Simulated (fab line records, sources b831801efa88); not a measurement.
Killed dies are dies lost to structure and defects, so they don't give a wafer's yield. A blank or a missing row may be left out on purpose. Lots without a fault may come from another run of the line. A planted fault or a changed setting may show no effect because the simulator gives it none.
fab line records | flow gf180mcu
record lots=14 wafers=42 last_day=34
route steps=602 shown V2@405 M4@459 V4@478
lots that met no fault: from a run of the same line without faults
start_h: hours from the record's first day to the start of the lot's first wafer shown | wait_h: hours since the lot's step before | " the same as in the row above | L1.1+2: a row that stands for several wafers | - no value, or no start given | * or withheld: withheld | < > ~ a bound
route shown NAME@n: a module of which the file shows steps, and the number in the route of the first | usual: mean/standard deviation of fault-free wafers | same: alike in all rows | chamber/n: place in a boat | sites: the reading at each site | _std_site: their standard deviation | _edge_site: outer sites' mean less inner sites' | radius_mm: how far each site lies from the wafer's centre | mask NAME#n: copy n | behind: the tool/chamber that last shaped the wafer | hold: why the lot was held/for how many hours/how that ended | device: the transistor (n, p or np) that didn't switch | end of line: the same wafers' tests at the end of the route | a step without rows: its recipe alone | killed: dies lost to structure and defects at the first sort, not the wafer's yield | map: a wafer's dies, x killed, . not, _ none there
set.NAME: the setting as run; set.NAME@STEP: as run at that earlier step | model.NAME: the simulator's own value behind a step, which no gauge read
steps of the route over a sample of lots; a table a step, a row a wafer
services: from which hour (start_h, from the record's first day; less than 0 if before it) a tool's chamber was out of use, for how many hours, and why
## steps
# step GF_V2_CVD_23
# recipe material=W target_thk_nm=350 time_s=104.94 temp_c=400 pressure_torr=40
# usual heater_power_w=827/69
# columns lot.wafer tool chamber start_h wait_h heater_power_w
L658.1 cvd_w-01 1 477.99 0.0 862
L658.3 " 1 " " 859
L658.4 " 0 " " 896
L659.2 cvd_w-02 0 481.70 0.0 860
L659.3 " 1 " " 730
L659.6 " 0 " " 842
L660.2 cvd_w-01 1 495.60 0.0 845
L660.3 " 1 " " 861
L660.5 " 1 " " 858
L664.3 cvd_w-02 1 529.24 0.1 727
L664.5 " 0 " " 870
L664.6 " 1 " " 738
L666.1 cvd_w-02 0 541.32 0.0 856
L666.3 " 1 " " 728
L666.6 " 1 " " 730
L667.1 cvd_w-02 0 557.25 0.0 851
L667.2 " 1 " " 730
L667.5 " 1 " " 741
L671.2 cvd_w-02 1 590.64 0.1 725
L671.4 " 1 " " 735
L671.5 " 1 " " 724
L673.3 cvd_w-02 1 607.26 0.1 741
L673.5 " 0 " " 866
L673.6 " 1 " " 738
L674.1 cvd_w-02 1 612.20 0.0 735
L674.4 " 0 " " 876
L674.5 " 0 " " 860
L676.2 cvd_w-02 1 622.53 0.0 721
L676.4 " 1 " " 737
L676.5 " 1 " " 720
L677.2 cvd_w-02 1 632.15 0.0 720
L677.3 " 1 " " 718
L677.4 " 0 " " 842
L678.2 cvd_w-01 0 636.80 0.0 873
L678.5 " 1 " " 852
L678.6 " 0 " " 893
L679.1 cvd_w-02 1 645.61 0.0 732
L679.2 " 0 " " 855
L679.3 " 1 " " 734
L680.2 cvd_w-01 1 654.13 0.0 876
L680.5 " 1 " " 866
L680.6 " 0 " " 924
# step GF_V2_CMP_26
# recipe stop_on=SiO2 down_force_psi=3.5 platen_rpm=60 t_overpolish_s=15 target_thk_nm=0 pad_velocity_m_s=0.94248
# usual motor_current_A=10.8/1.3 overpolish_run_s=15.001/0.0098 time_to_endpoint_s=88/4.7
# columns lot.wafer tool chamber start_h wait_h motor_current_A overpolish_run_s time_to_endpoint_s
L658.4 cmp-01 2 478.33 0.1 10.1 15.000 84
L658.1 " 3 " " 9.5 14.999 84
L658.3 " 0 " " 13.0 14.992 82
L659.2 cmp-01 3 481.99 0.0 9.4 15.001 86
L659.3 " 0 " " 13.0 14.998 88
L659.6 " 0 " " 13.1 15.003 84
L660.3 cmp-01 3 495.94 0.1 9.3 14.996 79
L660.2 " 1 " " 10.3 15.010 88
L660.5 " 3 " " 9.0 15.000 78
L664.3 cmp-02 0 529.54 0.1 10.6 15.002 82
L664.6 " 3 " " 10.8 14.995 84
L664.5 " 0 " " 10.6 15.009 83
L666.3 cmp-01 1 541.71 0.1 10.2 15.005 99
L666.1 " 2 " " 10.7 14.999 89
L666.6 " 3 " " 9.3 15.019 84
L667.2 cmp-01 0 557.64 0.1 13.4 15.007 90
L667.1 " 1 " " 10.5 14.986 94
L667.5 " 2 " " 10.0 15.002 87
L671.2 cmp-02 1 591.24 0.3 10.4 14.997 91
L671.4 " 3 " " 10.5 14.993 89
L671.5 " 1 " " 10.3 15.001 89
L673.3 cmp-02 1 607.56 0.1 10.1 14.999 93
L673.5 " 0 " " 11.1 14.992 86
L673.6 " 1 " " 10.3 14.993 90
L674.1 cmp-02 1 612.49 0.1 10.7 15.006 93
L674.4 " 2 " " 12.6 15.006 94
L674.5 " 1 " " 10.7 15.004 96
L676.4 cmp-02 2 623.17 0.4 13.3 14.999 90
L676.2 " 0 " " 10.7 15.001 84
L676.5 " 1 " " 10.4 14.979 87
L677.3 cmp-02 2 632.44 0.0 12.6 15.000 92
L677.4 " 3 " " 10.7 14.999 84
L677.2 " 0 " " 10.6 15.013 85
L678.2 cmp-01 0 637.24 0.2 12.9 14.998 84
L678.6 " 1 " " 9.7 15.011 96
L678.5 " 2 " " 10.5 15.013 87
L679.3 cmp-01 2 645.90 0.0 10.1 14.998 87
L679.1 " 0 " " 13.2 15.004 83
L679.2 " 1 " " 10.1 15.001 92
L680.2 cmp-01 3 654.52 0.1 9.1 14.987 82
L680.5 " 1 " " 9.7 15.002 96
L680.6 " 2 " " 10.2 14.985 84
# step GF_M4_SPUTTER_03
# recipe material=Ti target_thk_nm=10 substrate_temp_c=300 chamber_pressure_pa=0.3 power_w=3000 time_s=6.7
# usual cathode_dc_power_W=3000.0/0.51 chamber_pressure_pa=0.3001/0.00057 throttle_valve_pct=29.8/0.73
# columns lot.wafer tool chamber start_h wait_h cathode_dc_power_W chamber_pressure_pa throttle_valve_pct
L658.1 pvd_sputter-02 - 528.77 0.0 3000.1 0.3000 29.8
L658.3 " - " " 3000.4 0.2995 29.9
L658.4 " - " " 2998.7 0.3005 30.9
L659.2 pvd_sputter-02 - 532.83 0.0 3000.3 0.2995 30.2
L659.3 " - " " 3000.1 0.3002 29.7
L659.6 " - " " 2999.2 0.2996 30.3
L660.2 pvd_sputter-02 - 545.99 0.0 2999.2 0.3001 30.2
L660.3 " - " " 3000.5 0.3002 29.9
L660.5 " - " " 2999.6 0.2996 30.0
L664.3 pvd_sputter-01 - 577.48 0.0 2999.4 0.3004 30.7
L664.5 " - " " 2999.9 0.3011 30.8
L664.6 " - " " 3000.0 0.3005 28.9
L666.1 pvd_sputter-03 - 588.70 0.0 - - -
L666.3 " - " " - - -
L666.6 " - " " - - -
L667.1 pvd_sputter-01 - 604.60 0.0 - - -
L667.2 " - " " - - -
L667.5 " - " " - - -
L671.2 pvd_sputter-03 - 636.15 0.0 3000.2 0.3009 30.3
L671.4 " - " " 2999.8 0.2998 30.5
L671.5 " - " " 3001.0 0.3005 29.4
L673.3 pvd_sputter-01 - 651.50 0.0 3000.7 0.3004 28.8
L673.5 " - " " 3000.6 0.3003 30.4
L673.6 " - " " 3000.2 0.2994 29.2
L674.1 pvd_sputter-01 - 656.22 0.0 2999.6 0.3000 28.7
L674.4 " - " " 3000.3 0.3002 30.7
L674.5 " - " " 3000.3 0.3001 28.8
L676.2 pvd_sputter-01 - 666.83 0.0 2999.8 0.3004 30.0
L676.4 " - " " 2999.5 0.2993 30.7
L676.5 " - " " 3000.4 0.3011 29.0
L677.2 pvd_sputter-03 - 675.87 0.0 3000.0 0.3007 29.2
L677.3 " - " " 2999.7 0.2990 29.2
L677.4 " - " " 2998.9 0.2997 30.6
L678.2 pvd_sputter-01 - 680.20 0.0 2999.9 0.3003 28.7
L678.5 " - " " 2999.6 0.2998 28.5
L678.6 " - " " 2999.5 0.3006 28.8
L679.1 pvd_sputter-01 - 688.69 0.0 3000.6 0.3001 30.1
L679.2 " - " " 3000.4 0.3001 29.0
L679.3 " - " " 2999.8 0.3004 29.0
L680.2 pvd_sputter-03 - 695.73 0.0 3000.9 0.3010 29.4
L680.5 " - " " 3000.8 0.2998 29.1
L680.6 " - " " 3000.2 0.3008 29.3
# step GF_V4_CVD_02
# recipe material=SiO2 target_thk_nm=850 precursor=TEOS temp_c=400 time_s=94.851 rf_w=600
# usual heater_power_w=635/68
# columns lot.wafer tool chamber start_h wait_h heater_power_w
L658.1 pecvd-04 1 552.12 0.1 527
L658.3 " 0 " " 686
L658.4 " 2 " " 597
L659.2 pecvd-04 0 556.52 0.0 652
L659.3 " 1 " " 610
L659.6 " 0 " " 691
L660.2 pecvd-04 1 569.15 0.0 633
L660.3 " 2 " " 671
L660.5 " 2 " " 727
L664.3 pecvd-03 0 599.43 0.0 569
L664.5 " 1 " " 572
L664.6 " 0 " " 624
L671.2 pecvd-03 0 657.67 0.0 645
L671.4 " 1 " " 667
L671.5 " 2 " " 537
L673.3 pecvd-01 2 672.10 0.0 662
L673.5 " 0 " " 614
L673.6 " 2 " " 684
L674.1 pecvd-04 1 675.96 0.1 554
L674.4 " 2 " " 697
L674.5 " 1 " " 590
L676.2 pecvd-04 1 686.73 0.0 567
L676.4 " 0 " " 548
L676.5 " 2 " " 715
L677.2 pecvd-04 1 695.70 0.0 632
L677.3 " 0 " " 662
L677.4 " 2 " " 611
L678.2 pecvd-04 0 700.11 0.0 638
L678.5 " 0 " " 671
L678.6 " 2 " " 778
L679.1 pecvd-03 0 708.11 0.1 525
L679.2 " 1 " " 707
L679.3 " 2 " " 691
L680.2 pecvd-03 0 714.88 0.0 548
L680.5 " 0 " " 592
L680.6 " 1 " " 659
## services
# columns tool chamber start_h hours kind
cmp-01 - 463.07 6.1 pm
pvd_sputter-03 - 467.82 54.3 repair
cvd_w-02 - 475.61 0.3 repair
cmp-02 - 477.30 1.6 repair
cmp-02 - 493.78 18.3 pm
cvd_w-02 - 495.49 0.9 repair
cvd_w-02 - 502.80 6.9 pm
cmp-02 - 514.74 4.8 pm
cmp-01 - 518.64 5.8 repair
cmp-02 - 520.85 0.9 repair
cmp-02 - 560.05 0.8 repair
cmp-01 - 561.73 10.1 repair
cmp-01 - 566.52 0.3 repair
cmp-01 - 568.57 0.4 repair
cmp-02 - 572.27 4.0 pm
cvd_w-02 0 574.58 5.0 repair
cvd_w-02 0 589.89 12.5 repair
cmp-02 - 624.34 3.9 repair
cvd_w-02 - 636.24 1.9 repair
pecvd-04 1 639.39 6.4 repair
pecvd-04 - 642.89 2.8 pm
cmp-01 - 649.83 2.7 repair
cvd_w-02 1 670.69 11.1 repair
cvd_w-02 - 701.48 2.8 pm
## key
first_sign step=GF_M4_SPUTTER_03 reading=tool_record direction=missing
effect none on later readings
met_at GF_M4_SPUTTER_03
struck_lots L666,L667
later_rows_left_out L666.1,L666.3,L666.6,L667.1,L667.2,L667.5
sort_left_out L666.1,L666.3,L666.6,L667.1,L667.2,L667.5
tester_left_out L666,L667
not_acting_at GF_V2_CVD_23,GF_V2_CMP_26,GF_V4_CVD_02
onset_between 577.48 588.70
earlier_fault kind=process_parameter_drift tool=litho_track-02 chamber=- onset_h=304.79 steps=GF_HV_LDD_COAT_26 channel=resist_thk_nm offset=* shape=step end_h=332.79 acts_in=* stated=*
fault kind=skipped_step_whole tool=pvd_sputter-01,pvd_sputter-03 chamber=- onset_h=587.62 steps=GF_M4_SPUTTER_03 scope=struck_lots_only
# tester_left_out: of these lots the tester's yield and bins aren't shown, on N5 and GAA mostly nor the transistor test; their killed dies are dies lost to structure and defects alone, not to doping, threshold or leakage, so they don't give the yield
# sort_left_out: the simulated sort isn't trusted on such a fault, so these wafers' sort isn't shown, and their yield isn't known
# later_rows_left_out: the simulator's readings of these wafers behind a module that went badly wrong aren't trusted and aren't shown, but for the sort
